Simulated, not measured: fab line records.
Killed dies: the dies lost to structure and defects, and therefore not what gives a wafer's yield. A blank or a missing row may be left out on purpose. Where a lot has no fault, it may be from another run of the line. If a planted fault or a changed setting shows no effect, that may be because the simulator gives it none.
The tool behind it: which one? / flow sky130 / 24 lots, 72 wafers sampled, at 5 steps of a route of 708

## WHAT EACH GAUGE READ, for each wafer
SKY_LOCAL_INTERCONNECT_CD_MEAS_11: target cd 170 nm.
lot=L074; measured=day 30 04:40; on=cd_sem-01; cd_nm (nm)=170.8 171.3 171.4
lot=L075; measured=day 30 14:10; on=cd_sem-02; cd_nm (nm)=169.9 169.6 169.3
lot=L076; measured=day 31 02:30; on=cd_sem-01; cd_nm (nm)=169.9 169.7 168.1
lot=L077; measured=day 31 02:59; on=cd_sem-01; cd_nm (nm)=169.8 168.9 168.8
lot=L078; measured=day 31 10:59; on=cd_sem-01; cd_nm (nm)=172.1 172.1 172.0
lot=L079; measured=day 32 02:49; on=cd_sem-02; cd_nm (nm)=172.5 170.9 170.9
lot=L080; measured=day 32 04:54; on=cd_sem-01; cd_nm (nm)=172.1 170.2 173.3
lot=L081; measured=day 32 12:56; on=cd_sem-02; cd_nm (nm)=171.9 172.9 172.9
lot=L082; measured=day 32 16:53; on=cd_sem-01; cd_nm (nm)=168.4 169.1 167.7
lot=L083; measured=day 33 09:04; on=cd_sem-01; cd_nm (nm)=171.2 169.2 169.3
lot=L084; measured=day 33 14:26; on=cd_sem-01; cd_nm (nm)=169.8 169.5 171.1
lot=L085; measured=day 33 15:34; on=cd_sem-02; cd_nm (nm)=171.3 170.7 169.5
lot=L086; measured=day 34 08:58; on=cd_sem-02; cd_nm (nm)=170.0 171.6 169.7
lot=L087; measured=day 34 16:52; on=cd_sem-01; cd_nm (nm)=171.9 171.0 171.4
lot=L088; measured=day 34 22:58; on=cd_sem-02; cd_nm (nm)=171.9 170.0 167.8
lot=L089; measured=day 36 20:14; on=cd_sem-02; cd_nm (nm)=168.7 167.9 170.4
lot=L090; measured=day 36 20:59; on=cd_sem-02; cd_nm (nm)=170.9 170.9 170.2
lot=L092; measured=day 36 23:19; on=cd_sem-02; cd_nm (nm)=172.1 172.6 171.9
lot=L093; measured=day 37 01:42; on=cd_sem-01; cd_nm (nm)=169.5 169.7 170.5
lot=L091; measured=day 37 02:03; on=cd_sem-02; cd_nm (nm)=173.8 170.5 171.3
lot=L095; measured=day 37 03:28; on=cd_sem-01; cd_nm (nm)=168.9 167.9 168.9
lot=L094; measured=day 37 05:22; on=cd_sem-01; cd_nm (nm)=172.0 171.3 172.1
lot=L096; measured=day 37 06:58; on=cd_sem-02; cd_nm (nm)=170.0 170.6 171.8
lot=L097; measured=day 37 17:04; on=cd_sem-01; cd_nm (nm)=168.2 168.8 168.4

SKY_METAL2_OVL_MEAS_16.
lot=L074; measured=day 34 22:26; on=overlay-02; METAL2_OVL (nm)=14 6 8
lot=L075; measured=day 35 07:47; on=overlay-01; METAL2_OVL (nm)=7 -3 0
lot=L076; measured=day 35 18:37; on=overlay-01; METAL2_OVL (nm)=1 0 3
lot=L077; measured=day 35 19:53; on=overlay-01; METAL2_OVL (nm)=3 2 6
lot=L078; measured=day 36 05:14; on=overlay-01; METAL2_OVL (nm)=2 -2 0
lot=L079; measured=day 36 18:32; on=overlay-01; METAL2_OVL (nm)=-1 3 -11
lot=L080; measured=day 36 20:42; on=overlay-02; METAL2_OVL (nm)=5 7 -4
lot=L081; measured=day 37 04:32; on=overlay-02; METAL2_OVL (nm)=4 -4 -2
lot=L082; measured=day 37 07:54; on=overlay-02; METAL2_OVL (nm)=0 6 0
lot=L083; measured=day 37 23:08; on=overlay-01; METAL2_OVL (nm)=-5 10 11
lot=L084; measured=day 38 03:53; on=overlay-01; METAL2_OVL (nm)=5 5 3
lot=L085; measured=day 38 04:49; on=overlay-01; METAL2_OVL (nm)=7 5 4
lot=L086; measured=day 38 17:59; on=overlay-02; METAL2_OVL (nm)=-8 1 -7
lot=L087; measured=day 39 04:32; on=overlay-01; METAL2_OVL (nm)=2 1 6
lot=L088; measured=day 39 08:23; on=overlay-01; METAL2_OVL (nm)=5 10 5
lot=L089; measured=day 41 00:02; on=overlay-01; METAL2_OVL (nm)=-1 -5 5
lot=L090; measured=day 41 04:33; on=overlay-02; METAL2_OVL (nm)=-4 -10 -8
lot=L092; measured=day 41 06:35; on=overlay-02; METAL2_OVL (nm)=8 5 -2
lot=L093; measured=day 41 08:40; on=overlay-01; METAL2_OVL (nm)=2 4 1
lot=L091; measured=day 41 08:44; on=overlay-02; METAL2_OVL (nm)=-1 -4 -4
lot=L095; measured=day 41 09:47; on=overlay-02; METAL2_OVL (nm)=1 4 -1
lot=L094; measured=day 41 10:29; on=overlay-02; METAL2_OVL (nm)=-9 -5 -1
lot=L096; measured=day 41 13:05; on=overlay-02; METAL2_OVL (nm)=3 0 5
lot=L097; measured=day 41 20:26; on=overlay-02; METAL2_OVL (nm)=1 -3 3

SKY_VIA2_BOW_MEAS_03.
lot=L074; measured=day 34 23:46; on=film_metro-03; VIA2_BOW (um)=85 92 95
lot=L075; measured=day 35 09:07; on=film_metro-03; VIA2_BOW (um)=90 82 81
lot=L076; measured=day 35 19:56; on=film_metro-01; VIA2_BOW (um)=93 79 93
lot=L077; measured=day 35 21:16; on=film_metro-01; VIA2_BOW (um)=91 91 79
lot=L078; measured=day 36 06:34; on=film_metro-01; VIA2_BOW (um)=89 89 92
lot=L079; measured=day 36 20:01; on=film_metro-01; VIA2_BOW (um)=92 88 83
lot=L080; measured=day 36 22:01; on=film_metro-01; VIA2_BOW (um)=87 78 76
lot=L081; measured=day 37 05:59; on=film_metro-03; VIA2_BOW (um)=79 82 71
lot=L082; measured=day 37 09:13; on=film_metro-03; VIA2_BOW (um)=84 84 89
lot=L083; measured=day 38 00:29; on=film_metro-03; VIA2_BOW (um)=79 89 78
lot=L084; measured=day 38 05:14; on=film_metro-01; VIA2_BOW (um)=89 88 86
lot=L085; measured=day 38 06:08; on=film_metro-03; VIA2_BOW (um)=95 86 98
lot=L086; measured=day 38 19:22; on=film_metro-02; VIA2_BOW (um)=78 74 87
lot=L087; measured=day 39 05:51; on=film_metro-02; VIA2_BOW (um)=90 92 98
lot=L088; measured=day 39 09:41; on=film_metro-02; VIA2_BOW (um)=105 95 81
lot=L089; measured=day 41 01:20; on=film_metro-02; VIA2_BOW (um)=85 82 92
lot=L090; measured=day 41 05:52; on=film_metro-01; VIA2_BOW (um)=88 86 81
lot=L092; measured=day 41 07:53; on=film_metro-03; VIA2_BOW (um)=76 89 80
lot=L093; measured=day 41 09:58; on=film_metro-01; VIA2_BOW (um)=88 96 94
lot=L091; measured=day 41 10:02; on=film_metro-02; VIA2_BOW (um)=70 82 82
lot=L095; measured=day 41 11:19; on=film_metro-01; VIA2_BOW (um)=91 96 93
lot=L094; measured=day 41 11:50; on=film_metro-03; VIA2_BOW (um)=77 90 82
lot=L096; measured=day 41 14:37; on=film_metro-01; VIA2_BOW (um)=82 89 82
lot=L097; measured=day 41 21:44; on=film_metro-03; VIA2_BOW (um)=77 77 83

SKY_VIA2_CD_MEAS_12: target cd 200 nm.
lot=L074; measured=day 36 01:36; on=cd_sem-01; cd_nm (nm)=200.1 200.0 199.8
lot=L075; measured=day 36 11:24; on=cd_sem-01; cd_nm (nm)=196.2 199.9 197.5
lot=L076; measured=day 36 22:13; on=cd_sem-02; cd_nm (nm)=198.8 198.2 198.8
lot=L077; measured=day 36 23:50; on=cd_sem-02; cd_nm (nm)=199.1 198.9 198.7
lot=L078; measured=day 37 08:14; on=cd_sem-02; cd_nm (nm)=200.0 200.7 199.7
lot=L079; measured=day 37 19:53; on=cd_sem-02; cd_nm (nm)=200.5 198.9 201.3
lot=L080; measured=day 37 22:18; on=cd_sem-01; cd_nm (nm)=198.3 198.0 198.6
lot=L081; measured=day 38 05:04; on=cd_sem-02; cd_nm (nm)=200.3 199.8 199.1
lot=L082; measured=day 38 07:41; on=cd_sem-01; cd_nm (nm)=199.1 199.4 198.7
lot=L083; measured=day 38 23:01; on=cd_sem-02; cd_nm (nm)=199.9 200.2 199.0
lot=L084; measured=day 39 05:52; on=cd_sem-02; cd_nm (nm)=199.6 198.4 198.7
lot=L085; measured=day 39 06:11; on=cd_sem-02; cd_nm (nm)=197.4 198.7 197.4
lot=L086; measured=day 39 21:08; on=cd_sem-02; cd_nm (nm)=200.1 200.0 200.2
lot=L087; measured=day 40 06:29; on=cd_sem-02; cd_nm (nm)=200.9 201.5 200.4
lot=L088; measured=day 40 10:06; on=cd_sem-02; cd_nm (nm)=199.4 200.6 201.0
lot=L089; measured=day 42 00:58; on=cd_sem-02; cd_nm (nm)=200.4 200.4 198.7
lot=L090; measured=day 42 04:56; on=cd_sem-02; cd_nm (nm)=201.5 201.3 201.3
lot=L092; measured=day 42 07:08; on=cd_sem-02; cd_nm (nm)=199.3 200.5 199.9
lot=L093; measured=day 42 09:13; on=cd_sem-01; cd_nm (nm)=201.5 200.6 199.9
lot=L091; measured=day 42 09:24; on=cd_sem-02; cd_nm (nm)=202.8 202.9 201.1
lot=L095; measured=day 42 11:10; on=cd_sem-01; cd_nm (nm)=200.9 200.7 201.2
lot=L094; measured=day 42 11:31; on=cd_sem-01; cd_nm (nm)=200.3 200.1 200.1
lot=L096; measured=day 42 13:55; on=cd_sem-01; cd_nm (nm)=201.9 203.2 203.3
lot=L097; measured=day 42 20:40; on=cd_sem-02; cd_nm (nm)=200.1 200.1 200.4

## TOOL THAT RAN EACH LOT (tool first, then ch and the chambers of the sampled wafers, then the start)
lot=L074; SKY_VIA1_ETCH_14=rie_diel-01 ch 1,2,3, day 33 18:16
lot=L075; SKY_VIA1_ETCH_14=rie_diel-01 ch 2,3, day 34 04:07
lot=L076; SKY_VIA1_ETCH_14=rie_diel-04 ch 1,2,3, day 34 14:55
lot=L077; SKY_VIA1_ETCH_14=rie_diel-03 ch 0,1,3, day 34 15:28
lot=L078; SKY_VIA1_ETCH_14=rie_diel-03 ch 1,2, day 35 00:22
lot=L079; SKY_VIA1_ETCH_14=rie_diel-03 ch 0,2, day 35 14:25
lot=L080; SKY_VIA1_ETCH_14=rie_diel-04 ch 0,3, day 35 17:28
lot=L081; SKY_VIA1_ETCH_14=rie_diel-01 ch 0,3, day 36 00:52
lot=L082; SKY_VIA1_ETCH_14=rie_diel-04 ch 0,1,3, day 36 04:55
lot=L083; SKY_VIA1_ETCH_14=rie_diel-01 ch 0,2,3, day 36 22:01
lot=L084; SKY_VIA1_ETCH_14=rie_diel-01 ch 0,3, day 37 03:07
lot=L085; SKY_VIA1_ETCH_14=rie_diel-03 ch 1,2,3, day 37 03:28
lot=L086; SKY_VIA1_ETCH_14=rie_diel-03 ch 0,1, day 37 18:55
lot=L087; SKY_VIA1_ETCH_14=rie_diel-04 ch 0,3, day 38 01:49
lot=L088; SKY_VIA1_ETCH_14=rie_diel-04 ch 0,2,3, day 38 06:37
lot=L089; SKY_VIA1_ETCH_14=rie_diel-01 ch 0,3, day 39 23:01
lot=L090; SKY_VIA1_ETCH_14=rie_diel-03 ch 0,1, day 40 03:25
lot=L092; SKY_VIA1_ETCH_14=rie_diel-03 ch 0,1, day 40 04:49
lot=L093; SKY_VIA1_ETCH_14=rie_diel-01 ch 0,2,3, day 40 06:50
lot=L091; SKY_VIA1_ETCH_14=rie_diel-04 ch 1,2,3, day 40 07:16
lot=L095; SKY_VIA1_ETCH_14=rie_diel-01 ch 0,2,3, day 40 08:13
lot=L094; SKY_VIA1_ETCH_14=rie_diel-03 ch 1,3, day 40 09:10
lot=L096; SKY_VIA1_ETCH_14=rie_diel-03 ch 0,2,3, day 40 11:47
lot=L097; SKY_VIA1_ETCH_14=rie_diel-03 ch 1,2,3, day 40 19:34
- SKY_VIA1_ETCH_14: etches BARC in N2/H2, stops on SiO2, time 45.9 s, target depth 60 nm.

## AS READ BY THE TOOLS THEMSELVES (means over the sampled wafers that have a number; for cases with no such wafer, the mark the record gives instead)
SKY_VIA1_ETCH_14.
lot=L074; tool=rie_diel-01; drypump_motor_current_A (A)=5.2; oes_product_au (a.u.)=0.858; throttle_valve_pct (%)=13.227
lot=L075; tool=rie_diel-01; drypump_motor_current_A (A)=5.5; oes_product_au (a.u.)=0.856; throttle_valve_pct (%)=13.216
lot=L076; tool=rie_diel-04; drypump_motor_current_A (A)=5.9; oes_product_au (a.u.)=0.855; throttle_valve_pct (%)=13.232
lot=L077; tool=rie_diel-03; drypump_motor_current_A (A)=5.6; oes_product_au (a.u.)=0.850; throttle_valve_pct (%)=13.226
lot=L078; tool=rie_diel-03; drypump_motor_current_A (A)=5.9; oes_product_au (a.u.)=0.856; throttle_valve_pct (%)=13.235
lot=L079; tool=rie_diel-03; drypump_motor_current_A (A)=5.9; oes_product_au (a.u.)=0.855; throttle_valve_pct (%)=13.225
lot=L080; tool=rie_diel-04; drypump_motor_current_A (A)=5.7; oes_product_au (a.u.)=0.856; throttle_valve_pct (%)=13.218
lot=L081; tool=rie_diel-01; drypump_motor_current_A (A)=6.0; oes_product_au (a.u.)=0.857; throttle_valve_pct (%)=13.223
lot=L082; tool=rie_diel-04; drypump_motor_current_A (A)=5.8; oes_product_au (a.u.)=0.854; throttle_valve_pct (%)=13.230
lot=L083; tool=rie_diel-01; drypump_motor_current_A (A)=5.6; oes_product_au (a.u.)=0.851; throttle_valve_pct (%)=13.221
lot=L084; tool=rie_diel-01; drypump_motor_current_A (A)=6.0; oes_product_au (a.u.)=0.856; throttle_valve_pct (%)=13.223
lot=L085; tool=rie_diel-03; drypump_motor_current_A (A)=5.8; oes_product_au (a.u.)=0.851; throttle_valve_pct (%)=13.211
lot=L086; tool=rie_diel-03; drypump_motor_current_A (A)=5.6; oes_product_au (a.u.)=0.848; throttle_valve_pct (%)=13.233
lot=L087; tool=rie_diel-04; drypump_motor_current_A (A)=5.7; oes_product_au (a.u.)=0.853; throttle_valve_pct (%)=13.228
lot=L088; tool=rie_diel-04; drypump_motor_current_A (A)=5.8; oes_product_au (a.u.)=0.853; throttle_valve_pct (%)=13.221
lot=L089; tool=rie_diel-01; drypump_motor_current_A (A)=6.0; oes_product_au (a.u.)=0.857; throttle_valve_pct (%)=13.224
lot=L090; tool=rie_diel-03; drypump_motor_current_A (A)=5.7; oes_product_au (a.u.)=0.857; throttle_valve_pct (%)=13.231
lot=L092; tool=rie_diel-03; drypump_motor_current_A (A)=5.7; oes_product_au (a.u.)=0.854; throttle_valve_pct (%)=13.231
lot=L093; tool=rie_diel-01; drypump_motor_current_A (A)=5.6; oes_product_au (a.u.)=0.852; throttle_valve_pct (%)=13.211
lot=L091; tool=rie_diel-04; drypump_motor_current_A (A)=6.0; oes_product_au (a.u.)=0.854; throttle_valve_pct (%)=13.219
lot=L095; tool=rie_diel-01; drypump_motor_current_A (A)=5.6; oes_product_au (a.u.)=0.854; throttle_valve_pct (%)=13.227
lot=L094; tool=rie_diel-03; drypump_motor_current_A (A)=5.5; oes_product_au (a.u.)=0.854; throttle_valve_pct (%)=13.222
lot=L096; tool=rie_diel-03; drypump_motor_current_A (A)=5.8; oes_product_au (a.u.)=0.859; throttle_valve_pct (%)=13.224
lot=L097; tool=rie_diel-03; drypump_motor_current_A (A)=5.8; oes_product_au (a.u.)=0.853; throttle_valve_pct (%)=13.221

## THE ANSWER, worked out from the rows above alone
Rule: the lots themselves supply what counts as usual. The widest of any qualifying gaps counts: lots, ordered by their means at a reading, are off when they make up no more than a third of the lots, leave a main group of 4 or more, and stand apart from it by 3 or more times the standard deviation of that group's means. Not used: any main group whose means are identical at the precision the tables above print for the reading. A lot without any number at a reading at which 4 lots or more have one is off too. All remaining lots with rows at the step are treated as sound. The gauges are gone through in route order, then the tools' own readings, and for those a lot's mean is taken as printed above. The first step at which some lot is off is used, and at that step the reading that is off furthest; a lot without a number counts as furthest.
Across all readings shown, no lot is off: no conclusion can be drawn from this.

## WHAT THE SIMULATOR HAD INSERTED
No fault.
